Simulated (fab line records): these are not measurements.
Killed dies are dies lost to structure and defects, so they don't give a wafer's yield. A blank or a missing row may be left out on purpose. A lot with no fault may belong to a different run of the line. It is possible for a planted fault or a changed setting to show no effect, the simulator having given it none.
fab line records	flow sky130
record lots=6	wafers=18	last-day=50
route steps=708 shown SD_P@327 RES_XHIGH@332 SD_N@342 SALICIDE@361 PAD_OPEN@708
lots with no fault: from the same line, run without faults
start-h: the number of hours between the record's first day and the start of the first shown wafer of the lot	wait-h: how many hours have passed since the lot's step before this one	" the same as in the row above	L1.1+2: several wafers, shown together as one row	- no value, or no start was given	* or withheld: withheld	< > ~ a bound
route shown NAME@n: a module of which the file shows steps, and the number in the route of the first	usual: average and standard deviation across the fault-free wafers	same: alike in all rows	chamber/n: place in a boat	sites: the reading at each site	_std_site: standard deviation of those values	_edge_site: the outer-site mean with the inner-site mean subtracted	radius-mm: how far each site lies from the wafer's centre	mask NAME#n: copy n	behind: tool/chamber where the wafer was last shaped	hold: the reason the lot was held/the length of the hold in hours/how it ended	device: which transistor (n, p or np) failed to switch	end of line: at the end of the route, the tests of the same wafers	a step with no rows: only its recipe	killed: dies lost to structure and defects at the first sort, not the wafer's yield	map: the dies of a wafer, with x for killed, . for not killed, _ for no die there
set.NAME: setting as actually run; set.NAME@STEP: the setting as run at that earlier step	model.NAME: the simulator's own value behind a step, which no gauge read
lots at selected steps of the route; one table per step, one row per wafer
services: from which hour (start-h, from the record's first day; less than 0 if before it) a tool's chamber was out of use, for how many hours, and why
## steps
# step SKY_SD_P_CD_MEAS_07
# recipe target-cd-nm=380
# usual cd-nm=380.6/2.4
lot.wafer	tool	chamber	start-h	wait-h	cd-nm
L848.1	cd-sem-02	-	611.93	0.1	381.5
L848.2	"	-	"	"	382.2
L848.5	"	-	"	"	381.0
L854.4	cd-sem-01	-	666.64	0.1	378.3
L854.5	"	-	"	"	377.2
L854.6	"	-	"	"	377.1
L863.1	cd-sem-01	-	728.63	0.1	378.4
L863.2	"	-	"	"	376.5
L863.5	"	-	"	"	379.8
L866.2	cd-sem-01	-	752.17	0.1	383.6
L866.3	"	-	"	"	383.7
L866.5	"	-	"	"	383.6
L867.2	cd-sem-01	-	773.87	0.1	381.9
L867.4	"	-	"	"	381.1
L867.5	"	-	"	"	385.0
L868.1	cd-sem-02	-	774.15	0.1	381.2
L868.3	"	-	"	"	380.0
L868.4	"	-	"	"	381.6
# step SKY_SD_P_OVL_MEAS_08
# usual SD_P_OVL=-0.5/1.5
lot.wafer	tool	chamber	start-h	wait-h	SD_P_OVL[nm]
L848.1	overlay-01	-	612.05	0.1	-0.2
L848.2	"	-	"	"	-0.5
L848.5	"	-	"	"	0.1
L854.4	overlay-01	-	666.72	0.1	-2.6
L854.5	"	-	"	"	-1.3
L854.6	"	-	"	"	-1.9
L863.1	overlay-02	-	728.75	0.1	-1.3
L863.2	"	-	"	"	-1.1
L863.5	"	-	"	"	-1.3
L866.2	overlay-02	-	752.28	0.1	-0.9
L866.3	"	-	"	"	0.8
L866.5	"	-	"	"	-0.5
L867.2	overlay-02	-	773.98	0.1	-0.2
L867.4	"	-	"	"	0.4
L867.5	"	-	"	"	-1.7
L868.1	overlay-01	-	774.27	0.1	-1.3
L868.3	"	-	"	"	1.5
L868.4	"	-	"	"	-0.8
# step SKY_SD_P_IMPLANT_09
# recipe species=BF2	energy-kev=20	dose-cm2=3e+15	tilt-deg=0
# step SKY_SD_P_STRIP_10
# recipe chemistry=O2/N2	power-w=1400	pressure-mtorr=1500	platen-temp-c=withheld	o2-flow-sccm=3000	n2-flow-sccm=300	overash-fraction=0.5
# usual drypump-motor-current-A=5.64/0.26	oes-product-au=0.617/0.0042	strip-time-to-endpoint-s=17.47/0.042
lot.wafer	tool	chamber	start-h	wait-h	drypump-motor-current-A	oes-product-au	rf-hours-counter-h	strip-time-to-endpoint-s
L848.1	plasma-asher-02	1	612.24	0.1	5.70	0.621	82	17.51
L848.2	"	0	"	"	5.97	0.611	82	17.53
L848.5	"	0	"	"	5.99	0.619	-	17.47
L854.4	plasma-asher-04	0	666.92	0.1	5.58	0.618	-	17.47
L854.5	"	1	"	"	5.12	0.614	-	17.51
L854.6	"	0	"	"	5.57	0.613	-	17.45
L863.1	plasma-asher-02	1	728.93	0.1	5.73	0.618	94	17.48
L863.2	"	0	"	"	6.03	0.621	94	17.49
L863.5	"	1	"	"	5.72	0.619	-	17.50
L866.2	plasma-asher-02	1	752.46	0.1	5.71	0.617	96	17.45
L866.3	"	1	"	"	5.73	0.609	-	17.50
L866.5	"	0	"	"	6.02	0.615	-	17.44
L867.2	plasma-asher-03	0	774.16	0.1	5.54	0.623	58	17.46
L867.4	"	1	"	"	5.58	0.614	-	17.43
L867.5	"	1	"	"	5.60	0.610	-	17.38
L868.1	plasma-asher-02	0	774.46	0.1	5.99	0.612	98	17.44
L868.3	"	0	"	"	5.99	0.620	-	17.46
L868.4	"	1	"	"	5.72	0.611	-	17.46
# step SKY_SD_P_TW_MEAS_11
# usual SD_P_TW=2816/18
lot.wafer	tool	chamber	start-h	wait-h	SD_P_TW
L848.1	film-metro-04	-	612.34	0.1	2831
L848.2	"	-	"	"	2836
L848.5	"	-	"	"	2835
L854.4	film-metro-04	-	667.01	0.1	2832
L854.5	"	-	"	"	2841
L854.6	"	-	"	"	2833
L863.1	film-metro-02	-	729.03	0.1	2810
L863.2	"	-	"	"	2794
L863.5	"	-	"	"	2810
L866.2	film-metro-04	-	752.57	0.1	2814
L866.3	"	-	"	"	2819
L866.5	"	-	"	"	2826
L867.2	film-metro-04	-	774.27	0.1	2769
L867.4	"	-	"	"	2785
L867.5	"	-	"	"	2789
L868.1	film-metro-02	-	774.56	0.1	2817
L868.3	"	-	"	"	2813
L868.4	"	-	"	"	2807
# step SKY_RES_XHIGH_DEHYDRATE_00
# recipe temp-c=200	time-s=60
# step SKY_RES_XHIGH_HMDS_01
# recipe prime-time-s=60	prime-temp-c=120
# step SKY_RES_XHIGH_COAT_02
# recipe resist=NOVOLAK	spin-rpm=3000	resist-thk-nm=1140
# step SKY_RES_XHIGH_SOFTBAKE_03
# recipe temp-c=90	time-s=60	resist=NOVOLAK
# step SKY_RES_XHIGH_EXPOSE_04
# recipe mask-id=URPM	na=0.6	source-shape=conventional	sigma-outer=0.6	polarization=unpolarized	target-cd-nm=1270	dose-mj=140
# step SKY_RES_XHIGH_PEB_05
# recipe temp-c=withheld	time-s=*	resist=NOVOLAK
# step SKY_RES_XHIGH_DEVELOP_06
# recipe resist=NOVOLAK	developer=TMAH	develop-time-s=60	dev-temp-c=23
# step SKY_RES_XHIGH_IMPLANT_07
# recipe species=BF2	energy-kev=20	dose-cm2=3.6e+14	tilt-deg=0
# usual beam-on-s=41.9/2	dose-ions-cm2=3.6e+14/3.8e+11
lot.wafer	tool	chamber	start-h	wait-h	beam-on-s	dose-ions-cm2
L848.1	implanter-01	0	640.98	0.1	40.2	3.598e+14
L848.2	"	0	"	"	39.6	3.599e+14
L848.5	"	0	"	"	40.5	3.599e+14
L854.4	implanter-03	0	695.25	0.1	44.5	3.611e+14
L854.5	"	0	"	"	44.0	3.602e+14
L854.6	"	0	"	"	44.5	3.605e+14
L863.1	implanter-03	0	756.54	0.1	22.8	1.865e+14
L863.2	"	0	"	"	22.8	1.862e+14
L863.5	"	0	"	"	21.4	1.861e+14
L866.2	implanter-03	0	779.31	0.1	22.7	1.863e+14
L866.3	"	0	"	"	23.1	1.863e+14
L866.5	"	0	"	"	23.1	1.865e+14
L867.2	implanter-02	0	800.86	0.1	40.0	3.596e+14
L867.4	"	0	"	"	41.5	3.602e+14
L867.5	"	0	"	"	42.0	3.602e+14
L868.1	implanter-01	0	800.93	0.1	39.8	3.599e+14
L868.3	"	0	"	"	40.6	3.602e+14
L868.4	"	0	"	"	40.0	3.6e+14
# step SKY_RES_XHIGH_STRIP_08
# recipe chemistry=O2/N2	power-w=1400	pressure-mtorr=1500	platen-temp-c=withheld	o2-flow-sccm=3000	n2-flow-sccm=300	overash-fraction=0.5
# usual drypump-motor-current-A=5.7/0.33	oes-product-au=0.711/0.0046	strip-time-to-endpoint-s=14.25/0.034
lot.wafer	tool	chamber	start-h	wait-h	drypump-motor-current-A	oes-product-au	rf-hours-counter-h	strip-time-to-endpoint-s
L848.1	plasma-asher-03	0	641.13	0.1	5.5	0.713	46	14.27
L848.2	"	1	"	"	5.6	0.706	46	14.23
L848.5	"	0	"	"	5.5	0.708	-	14.25
L854.4	plasma-asher-04	1	695.36	0.1	5.1	0.713	-	14.27
L854.5	"	0	"	"	5.6	0.707	-	14.28
L854.6	"	1	"	"	5.1	0.710	-	14.23
L863.1	plasma-asher-01	0	756.69	0.1	6.2	0.723	32	14.18
L863.2	"	1	"	"	5.9	0.718	32	14.21
L863.5	"	1	"	"	5.9	0.713	-	14.16
L866.2	plasma-asher-03	0	779.43	0.1	5.5	0.717	59	14.17
L866.3	"	0	"	"	5.5	0.717	-	14.17
L866.5	"	0	"	"	5.5	0.715	-	14.12
L867.2	plasma-asher-03	1	800.98	0.1	5.6	0.706	61	14.29
L867.4	"	0	"	"	5.5	0.704	-	14.27
L867.5	"	1	"	"	5.6	0.708	-	14.23
L868.1	plasma-asher-01	1	801.08	0.1	5.9	0.709	36	14.35
L868.3	"	1	"	"	5.9	0.716	-	14.30
L868.4	"	0	"	"	6.2	0.702	-	14.32
# step SKY_RES_XHIGH_TW_MEAS_09
# usual RES_XHIGH_TW=1631/11
lot.wafer	tool	chamber	start-h	wait-h	RES_XHIGH_TW
L848.1	film-metro-04	-	641.23	0.1	1638
L848.2	"	-	"	"	1641
L848.5	"	-	"	"	1650
L854.4	film-metro-02	-	695.46	0.1	1617
L854.5	"	-	"	"	1621
L854.6	"	-	"	"	1615
L863.1	film-metro-03	-	756.79	0.1	1345
L863.2	"	-	"	"	1345
L863.5	"	-	"	"	1358
L866.2	film-metro-04	-	779.54	0.1	1309
L866.3	"	-	"	"	1324
L866.5	"	-	"	"	1322
L867.2	film-metro-03	-	801.09	0.1	1632
L867.4	"	-	"	"	1631
L867.5	"	-	"	"	1625
L868.1	film-metro-02	-	801.18	0.1	1627
L868.3	"	-	"	"	1622
L868.4	"	-	"	"	1623
# step SKY_SD_N_DEHYDRATE_00
# recipe temp-c=200	time-s=60
# step SKY_SD_N_HMDS_01
# recipe prime-time-s=60	prime-temp-c=120
# step SKY_SD_N_COAT_02
# recipe resist=NOVOLAK	spin-rpm=3000	resist-thk-nm=1140
# step SKY_SD_N_SOFTBAKE_03
# recipe temp-c=90	time-s=60	resist=NOVOLAK
# step SKY_SD_N_EXPOSE_04
# recipe mask-id=NSDM	na=0.6	source-shape=conventional	sigma-outer=0.6	polarization=unpolarized	target-cd-nm=380	dose-mj=141
# step SKY_SD_N_PEB_05
# recipe temp-c=withheld	time-s=*	resist=NOVOLAK
# step SKY_SD_N_DEVELOP_06
# recipe resist=NOVOLAK	developer=TMAH	develop-time-s=60	dev-temp-c=23
# step SKY_SD_N_CD_MEAS_07
# recipe target-cd-nm=380
# usual cd-nm=379.8/2.7
lot.wafer	tool	chamber	start-h	wait-h	cd-nm
L848.1	cd-sem-01	-	669.40	0.1	376.9
L848.2	"	-	"	"	377.4
L848.5	"	-	"	"	375.7
L854.4	cd-sem-02	-	721.76	0.1	375.7
L854.5	"	-	"	"	375.9
L854.6	"	-	"	"	377.8
L863.1	cd-sem-01	-	783.93	0.1	380.0
L863.2	"	-	"	"	378.9
L863.5	"	-	"	"	378.1
L866.2	cd-sem-02	-	805.56	0.1	381.8
L866.3	"	-	"	"	381.9
L866.5	"	-	"	"	381.0
L867.2	cd-sem-01	-	827.61	0.1	381.9
L867.4	"	-	"	"	380.3
L867.5	"	-	"	"	380.9
L868.1	cd-sem-02	-	827.80	0.1	381.5
L868.3	"	-	"	"	381.8
L868.4	"	-	"	"	383.3
# step SKY_SD_N_OVL_MEAS_08
# usual SD_N_OVL=-0.4/1.2
lot.wafer	tool	chamber	start-h	wait-h	SD_N_OVL[nm]
L848.1	overlay-02	-	669.52	0.1	-1.5
L848.2	"	-	"	"	-0.9
L848.5	"	-	"	"	-0.8
L854.4	overlay-01	-	721.84	0.1	0.6
L854.5	"	-	"	"	0.3
L854.6	"	-	"	"	1.4
L863.1	overlay-02	-	784.05	0.1	-0.2
L863.2	"	-	"	"	0.3
L863.5	"	-	"	"	-0.5
L866.2	overlay-01	-	805.67	0.1	-0.2
L866.3	"	-	"	"	0.7
L866.5	"	-	"	"	-0.2
L867.2	overlay-02	-	827.72	0.1	0.3
L867.4	"	-	"	"	1.7
L867.5	"	-	"	"	-0.8
L868.1	overlay-01	-	827.92	0.1	-0.6
L868.3	"	-	"	"	0.6
L868.4	"	-	"	"	0.6
# step SKY_SD_N_IMPLANT_09
# recipe species=As	energy-kev=50	dose-cm2=4e+15	tilt-deg=0
# step SKY_SD_N_IMPLANT_10
# recipe species=P	energy-kev=20	dose-cm2=1e+14	tilt-deg=0
# step SKY_SD_N_STRIP_11
# recipe chemistry=O2/N2	power-w=1400	pressure-mtorr=1500	platen-temp-c=withheld	o2-flow-sccm=3000	n2-flow-sccm=300	overash-fraction=0.5
# usual drypump-motor-current-A=5.83/0.24	oes-product-au=0.528/0.0048	strip-time-to-endpoint-s=22.53/0.04
lot.wafer	tool	chamber	start-h	wait-h	drypump-motor-current-A	oes-product-au	rf-hours-counter-h	strip-time-to-endpoint-s
L848.1	plasma-asher-02	1	669.86	0.1	5.73	0.531	88	22.56
L848.2	"	0	"	"	5.98	0.525	88	22.54
L848.5	"	0	"	"	6.02	0.516	-	22.54
L854.4	plasma-asher-02	0	722.19	0.1	5.99	0.529	-	22.56
L854.5	"	1	"	"	5.73	0.522	-	22.58
L854.6	"	0	"	"	6.04	0.529	-	22.56
L863.1	plasma-asher-03	0	784.39	0.1	5.48	0.519	59	22.53
L863.2	"	1	"	"	5.55	0.530	59	22.51
L863.5	"	1	"	"	5.56	0.519	-	22.49
L866.2	plasma-asher-02	1	806.00	0.1	5.73	0.531	102	22.56
L866.3	"	0	"	"	6.02	0.533	-	22.58
L866.5	"	1	"	"	5.72	0.529	-	22.55
L867.2	plasma-asher-02	0	828.05	0.1	6.00	0.520	104	22.53
L867.4	"	1	"	"	5.73	0.529	-	22.54
L867.5	"	1	"	"	5.73	0.531	-	22.53
L868.1	plasma-asher-03	1	828.26	0.1	5.59	0.525	63	22.53
L868.3	"	0	"	"	5.49	0.522	-	22.56
L868.4	"	1	"	"	5.57	0.528	-	22.52
# step SKY_SD_N_TW_MEAS_12
# usual SD_N_TW=3970/32
lot.wafer	tool	chamber	start-h	wait-h	SD_N_TW
L848.1	film-metro-04	-	669.96	0.1	4006
L848.2	"	-	"	"	3990
L848.5	"	-	"	"	3957
L854.4	film-metro-03	-	722.29	0.1	3975
L854.5	"	-	"	"	3979
L854.6	"	-	"	"	3991
L863.1	film-metro-02	-	784.49	0.1	3936
L863.2	"	-	"	"	3943
L863.5	"	-	"	"	3919
L866.2	film-metro-03	-	806.11	0.1	3954
L866.3	"	-	"	"	3922
L866.5	"	-	"	"	3925
L867.2	film-metro-03	-	828.16	0.1	3998
L867.4	"	-	"	"	4013
L867.5	"	-	"	"	4006
L868.1	film-metro-03	-	828.36	0.1	4004
L868.3	"	-	"	"	3983
L868.4	"	-	"	"	3999
# step SKY_SD_N_CLEAN_13
# recipe chemistry=SC1/SC2	mix=1:4:20	temp-c=70	time-s=150	dry=n2-spin
# step SKY_SD_N_RTA_14
# recipe temp-c=1075	time-s=2	idle-temp-c=650	ramp-up-c-per-s=150	ramp-down-c-per-s=90	ambient=N2
# usual lamp-power-pct=15.74/0.054	wafer_temp_C_max=1078.2/1.3
lot.wafer	tool	chamber	start-h	wait-h	lamp-power-pct	wafer_temp_C_max
L848.1	rtp-anneal-01	0	670.07	0.0	15.76	1080.0
L848.2	"	0	"	"	15.71	1078.7
L848.5	"	0	"	"	15.76	1078.3
L854.4	rtp-anneal-01	0	722.40	0.0	15.73	1077.0
L854.5	"	0	"	"	15.64	1077.0
L854.6	"	0	"	"	15.82	1078.9
L863.1	rtp-anneal-02	0	784.60	0.0	15.73	1076.3
L863.2	"	0	"	"	15.74	1079.5
L863.5	"	0	"	"	15.73	1079.6
L866.2	rtp-anneal-01	0	806.21	0.0	15.78	1077.2
L866.3	"	0	"	"	15.79	1078.1
L866.5	"	0	"	"	15.69	1077.7
L867.2	rtp-anneal-02	0	828.26	0.0	15.67	1078.7
L867.4	"	0	"	"	15.68	1076.3
L867.5	"	0	"	"	15.73	1078.4
L868.1	rtp-anneal-01	0	828.47	0.0	15.70	1080.0
L868.3	"	0	"	"	15.65	1077.8
L868.4	"	0	"	"	15.76	1077.4
# step SKY_SD_N_RS_MEAS_16
# recipe thk-meas-gauge=four-point-probe
# usual SD_N_RS=68.52/0.13
lot.wafer	tool	chamber	start-h	wait-h	SD_N_RS[ohm/sq]
L848.1	film-metro-02	-	670.24	0.1	68.51
L848.2	"	-	"	"	68.47
L848.5	"	-	"	"	68.59
L854.4	film-metro-02	-	722.60	0.1	68.56
L854.5	"	-	"	"	68.60
L854.6	"	-	"	"	68.50
L863.1	film-metro-02	-	784.77	0.1	68.52
L863.2	"	-	"	"	68.41
L863.5	"	-	"	"	68.68
L866.2	film-metro-03	-	806.40	0.1	68.48
L866.3	"	-	"	"	68.21
L866.5	"	-	"	"	68.33
L867.2	film-metro-02	-	828.45	0.1	68.69
L867.4	"	-	"	"	68.55
L867.5	"	-	"	"	68.75
L868.1	film-metro-03	-	828.64	0.1	68.34
L868.3	"	-	"	"	68.25
L868.4	"	-	"	"	68.57
# step SKY_SD_N_RS_MEAS_17
# recipe thk-meas-gauge=four-point-probe
# usual SD_P_RS=146.9/0.38
lot.wafer	tool	chamber	start-h	wait-h	SD_P_RS[ohm/sq]
L848.1	film-metro-02	-	670.36	0.1	146.5
L848.2	"	-	"	"	146.6
L848.5	"	-	"	"	146.4
L854.4	film-metro-02	-	722.72	0.1	146.6
L854.5	"	-	"	"	147.2
L854.6	"	-	"	"	146.8
L863.1	film-metro-02	-	784.89	0.1	147.3
L863.2	"	-	"	"	147.1
L863.5	"	-	"	"	147.2
L866.2	film-metro-03	-	806.52	0.1	146.8
L866.3	"	-	"	"	146.5
L866.5	"	-	"	"	146.4
L867.2	film-metro-02	-	828.57	0.1	147.3
L867.4	"	-	"	"	147.0
L867.5	"	-	"	"	147.3
L868.1	film-metro-03	-	828.76	0.1	145.7
L868.3	"	-	"	"	146.3
L868.4	"	-	"	"	146.5
# step SKY_SD_N_RS_MEAS_18
# recipe thk-meas-gauge=four-point-probe
# usual RES_XHIGH_RS=333.5/1.4
lot.wafer	tool	chamber	start-h	wait-h	RES_XHIGH_RS[ohm/sq]
L848.1	film-metro-02	-	670.48	0.1	332.7
L848.2	"	-	"	"	332.7
L848.5	"	-	"	"	333.5
L854.4	film-metro-02	-	722.84	0.1	332.1
L854.5	"	-	"	"	331.9
L854.6	"	-	"	"	333.0
L863.1	film-metro-02	-	785.01	0.1	566.7
L863.2	"	-	"	"	564.3
L863.5	"	-	"	"	562.3
L866.2	film-metro-03	-	806.64	0.1	575.3
L866.3	"	-	"	"	572.6
L866.5	"	-	"	"	568.8
L867.2	film-metro-02	-	828.69	0.1	333.6
L867.4	"	-	"	"	332.9
L867.5	"	-	"	"	334.8
L868.1	film-metro-03	-	828.88	0.1	334.7
L868.3	"	-	"	"	334.4
L868.4	"	-	"	"	336.4
# step SKY_SALICIDE_CLEAN_00
# recipe chemistry=HF-last	time-s=30	dilution=100:1	dry=ipa-marangoni
# step SKY_PAD_OPEN_PROBE_99
# usual killed_at_M0_to_M3=43/6.6	killed_at_M4_up=2.9/1.8	killed-at-contacts=25/5.3	killed-at-front-end=15/4.1	killed-at-other=0.3/0.6	killed-dies=86/8.8	killed-open=47/6.7	killed-short=39/6.2
# same gross-dies=492	killed-at-back-side=0
lot.wafer	tool	chamber	start-h	wait-h	killed_at_M0_to_M3	killed_at_M4_up	killed-at-contacts	killed-at-front-end	killed-at-other	killed-dies	killed-open	killed-short	model.etest.res-xhigh-po.line-ohm-um	model.etest.res-xhigh-po.rs-ohm-sq	model.etest.res-xhigh-po.rs-ohm-sq-range	model.etest.res-xhigh-po.rs-ohm-sq-rim-less-centre
L848.1	prober-01	-	1092.30	0.1	40	5	22	12	0	79	44	35	5728	2019	82.72	-60.85
L848.2	prober-01	-	1092.35	0.1	33	4	28	14	0	79	50	29	5674	1978	86.8	-61.97
L848.5	prober-01	-	1092.50	0.2	48	3	21	16	0	88	49	39	5563	1946	83.75	-68.42
L854.4	prober-01	-	1133.92	0.2	38	2	21	8	1	70	41	29	5882	2080	72.21	-36.71
L854.5	prober-01	-	1133.97	0.2	36	3	21	10	0	70	35	35	5828	2062	57.24	-19.42
L854.6	prober-01	-	1134.02	0.2	48	2	14	17	0	81	42	39	5779	2056	56.03	-1.663
L863.1	prober-01	-	1176.52	0.1	51	6	30	5	1	93	57	36	2.565e+04	8908	613.8	511.9
L863.2	prober-01	-	1176.57	0.1	38	3	21	17	0	79	48	31	2.735e+04	9484	569.6	373.1
L863.5	prober-01	-	1176.72	0.2	44	3	28	13	0	88	54	33	2.423e+04	8658	631.2	369.7
L866.2	prober-02	-	1187.33	0.1	35	3	29	17	1	85	50	35	2.848e+04	9965	486.7	-437
L866.3	prober-02	-	1187.38	0.2	50	3	26	20	1	100	54	46	2.93e+04	1.019e+04	521.6	-312.3
L866.5	prober-02	-	1187.48	0.2	55	4	27	13	1	100	52	48	2.768e+04	9730	481.5	-437.1
L867.2	prober-01	-	1199.14	0.1	41	0	33	11	2	87	45	41	5555	1911	113.1	76.82
L867.4	prober-01	-	1199.24	0.2	43	2	26	7	1	79	38	40	5688	1939	112.1	78.57
L867.5	prober-01	-	1199.29	0.2	45	3	29	19	1	97	58	38	5794	1992	104.1	73.47
L868.1	prober-02	-	1200.63	0.1	44	3	23	15	0	85	48	37	5755	2029	95.01	-82.27
L868.3	prober-02	-	1200.73	0.2	43	0	26	20	0	89	54	35	5670	1973	112.1	-90.89
L868.4	prober-02	-	1200.78	0.2	56	2	28	20	1	107	60	47	5850	2051	123.8	-70.37
# killed by level:class
L848.1 CONTACT:geometric-particle:open=11 METAL1:geometric-particle:short=7 VIA2:geometric-particle:open=6 LI_CONTACT:geometric-particle:open=5 VIA1:geometric-particle:open=5 METAL2:geometric-particle:short=5 VIA3:geometric-particle:open=5 FIELD_ISO:geometric-particle:open=4
L848.2 LI_CONTACT:geometric-particle:open=9 CONTACT:geometric-particle:open=9 VIA1:geometric-particle:open=6 METAL2:geometric-particle:short=5 VIA2:geometric-particle:open=5 VIA3:geometric-particle:open=5 POLY_GATE:geometric-particle:open=3 SPACER:geometric-particle:open=3
L848.5 VIA1:geometric-particle:open=13 CONTACT:geometric-particle:open=10 VIA2:geometric-particle:open=8 LOCAL_INTERCONNECT:geometric-particle:short=5 METAL2:geometric-particle:short=5 POLY_GATE:geometric-particle:short=4 VIA3:geometric-particle:open=4 VIA3:geometric-particle:short=4
L854.4 VIA1:geometric-particle:open=12 LI_CONTACT:geometric-particle:open=7 CONTACT:geometric-particle:open=7 VIA1:geometric-particle:short=7 VIA2:geometric-particle:open=7 POLY_GATE:geometric-particle:short=3 LOCAL_INTERCONNECT:geometric-particle:short=3 CONTACT:geometric-particle:short=3
L854.5 CONTACT:geometric-particle:open=9 CONTACT:geometric-particle:short=6 VIA1:geometric-particle:open=6 VIA2:geometric-particle:open=6 METAL1:geometric-particle:short=6 VIA3:geometric-particle:open=5 POLY_GATE:geometric-particle:short=4 METAL2:geometric-particle:short=4
L854.6 VIA1:geometric-particle:open=8 METAL2:geometric-particle:short=6 VIA2:geometric-particle:open=6 POLY_GATE:geometric-particle:short=5 POLY_GATE:geometric-particle:open=5 METAL1:geometric-particle:short=5 VIA3:geometric-particle:open=5 VIA3:geometric-particle:short=4
L863.1 VIA1:geometric-particle:open=12 CONTACT:geometric-particle:open=9 VIA3:geometric-particle:open=9 LI_CONTACT:geometric-particle:open=7 VIA2:geometric-particle:open=7 LOCAL_INTERCONNECT:geometric-particle:short=6 VIA1:geometric-particle:short=6 METAL4:geometric-particle:short=4
L863.2 VIA1:geometric-particle:open=14 CONTACT:geometric-particle:open=9 SPACER:geometric-particle:open=6 VIA3:geometric-particle:open=5 CONTACT:geometric-particle:short=4 LI_CONTACT:geometric-particle:open=4 METAL1:geometric-particle:short=4 POLY_CUT:geometric-particle:open=3
L863.5 CONTACT:geometric-particle:open=14 VIA1:geometric-particle:open=12 LI_CONTACT:geometric-particle:open=7 VIA2:geometric-particle:open=7 METAL2:geometric-particle:short=6 SPACER:geometric-particle:open=5 VIA1:geometric-particle:short=5 METAL3:geometric-particle:short=4
L866.2 CONTACT:geometric-particle:open=13 VIA3:geometric-particle:open=7 VIA1:geometric-particle:open=7 CONTACT:geometric-particle:short=7 LI_CONTACT:geometric-particle:open=6 POLY_GATE:geometric-particle:short=4 POLY_GATE:geometric-particle:open=4 VIA1:geometric-particle:short=4
L866.3 CONTACT:geometric-particle:open=9 VIA1:geometric-particle:open=9 FIELD_ISO:geometric-particle:short=8 LI_CONTACT:geometric-particle:open=8 VIA1:geometric-particle:short=7 FIELD_ISO:geometric-particle:open=6 VIA3:geometric-particle:short=6 VIA3:geometric-particle:open=6
L866.5 VIA2:geometric-particle:open=10 VIA1:geometric-particle:open=10 LI_CONTACT:geometric-particle:open=9 METAL2:geometric-particle:short=7 LOCAL_INTERCONNECT:geometric-particle:short=5 CONTACT:geometric-particle:open=5 CONTACT:geometric-particle:short=5 VIA2:geometric-particle:short=5
L867.2 LOCAL_INTERCONNECT:geometric-particle:short=9 CONTACT:geometric-particle:open=9 VIA1:geometric-particle:open=9 VIA2:geometric-particle:open=8 METAL2:geometric-particle:short=7 LI_CONTACT:geometric-particle:open=5 CONTACT:geometric-particle:short=5 VIA1:geometric-particle:short=5
L867.4 VIA1:geometric-particle:open=10 CONTACT:geometric-particle:open=9 METAL2:geometric-particle:short=9 VIA1:geometric-particle:short=7 LI_CONTACT:geometric-particle:open=6 LOCAL_INTERCONNECT:geometric-particle:short=5 CONTACT:geometric-particle:short=5 VIA3:geometric-particle:open=4
L867.5 VIA1:geometric-particle:open=12 LI_CONTACT:geometric-particle:open=11 CONTACT:geometric-particle:open=10 VIA2:geometric-particle:open=8 POLY_GATE:geometric-particle:short=5 METAL1:geometric-particle:short=5 FIELD_ISO:geometric-particle:open=4 LOCAL_INTERCONNECT:geometric-particle:short=4
L868.1 VIA1:geometric-particle:open=12 VIA3:geometric-particle:open=10 CONTACT:geometric-particle:short=7 LOCAL_INTERCONNECT:geometric-particle:short=6 CONTACT:geometric-particle:open=6 FIELD_ISO:geometric-particle:open=4 LI_CONTACT:geometric-particle:open=4 VIA1:geometric-particle:short=4
L868.3 CONTACT:geometric-particle:open=12 METAL1:geometric-particle:short=11 VIA1:geometric-particle:open=8 POLY_GATE:geometric-particle:open=7 LI_CONTACT:geometric-particle:open=7 FIELD_ISO:geometric-particle:open=5 VIA3:geometric-particle:open=5 CONTACT:geometric-particle:short=4
L868.4 CONTACT:geometric-particle:open=14 VIA1:geometric-particle:open=12 METAL2:geometric-particle:short=11 VIA3:geometric-particle:open=10 VIA1:geometric-particle:short=7 METAL1:geometric-particle:short=7 LOCAL_INTERCONNECT:geometric-particle:short=6 FIELD_ISO:geometric-particle:open=5
## services
tool	chamber	start-h	hours	kind
implanter-03	-	615.02	2.0	repair
plasma-asher-02	-	624.68	0.5	repair
plasma-asher-03	-	624.84	1.1	repair
implanter-01	-	642.56	4.0	pm
plasma-asher-03	-	645.32	2.8	pm
implanter-01	-	649.61	5.9	repair
implanter-01	-	665.47	1.9	repair
implanter-01	-	702.02	3.2	pm
implanter-02	-	707.63	17.4	pm
implanter-03	-	710.81	1.2	repair
plasma-asher-04	-	733.75	9.0	pm
plasma-asher-04	0	733.75	9.0	vent-cycle
plasma-asher-04	1	733.75	9.0	vent-cycle
plasma-asher-04	0	742.75	-	clean
plasma-asher-04	1	742.75	-	clean
implanter-03	-	743.30	5.0	pm
plasma-asher-03	-	751.83	6.1	repair
implanter-03	-	757.26	6.4	repair
implanter-02	-	764.73	2.0	repair
rtp-anneal-01	-	769.46	3.8	pm
plasma-asher-04	-	799.18	5.8	repair
implanter-02	-	809.36	4.7	pm
implanter-03	-	817.37	4.8	repair
implanter-01	-	823.37	3.0	repair
## key
first-sign step=SKY_RES_XHIGH_IMPLANT_07	reading=dose-ions-cm2	direction=down	sigmas=99+	usual=*	struck=*
effect step=SKY_RES_XHIGH_IMPLANT_07	reading=beam-on-s	direction=down	sigmas=9.8	usual=41.9	struck=22.6
effect step=SKY_RES_XHIGH_TW_MEAS_09	reading=RES_XHIGH_TW	direction=down	sigmas=26	usual=1631	struck=1334
effect step=SKY_SD_N_RS_MEAS_18	reading=RES_XHIGH_RS	direction=up	sigmas=99+	usual=333.5	struck=568.3
model-effect step=SKY_PAD_OPEN_PROBE_99	value=etest.res-xhigh-po.line-ohm-um	without=5687	struck=2.712e+04
met-at SKY_RES_XHIGH_IMPLANT_07
struck-wafers L863.1,L863.2,L863.5,L866.2,L866.3,L866.5
tester-left-out L863,L866
onset-between 695.25 756.54
fault kind=process-parameter-drift	tool=implanter-03	chamber=-	onset-h=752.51	steps=SKY_RES_XHIGH_IMPLANT_07	channel=dose-cm2	offset=*	shape=step	end-h=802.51	acts-in=*	stated=*
# tester-left-out: of these lots the tester's yield and bins aren't shown, on N5 and GAA mostly nor the transistor test; their killed dies are dies lost to structure and defects alone, not to doping, threshold or leakage, so they don't give the yield
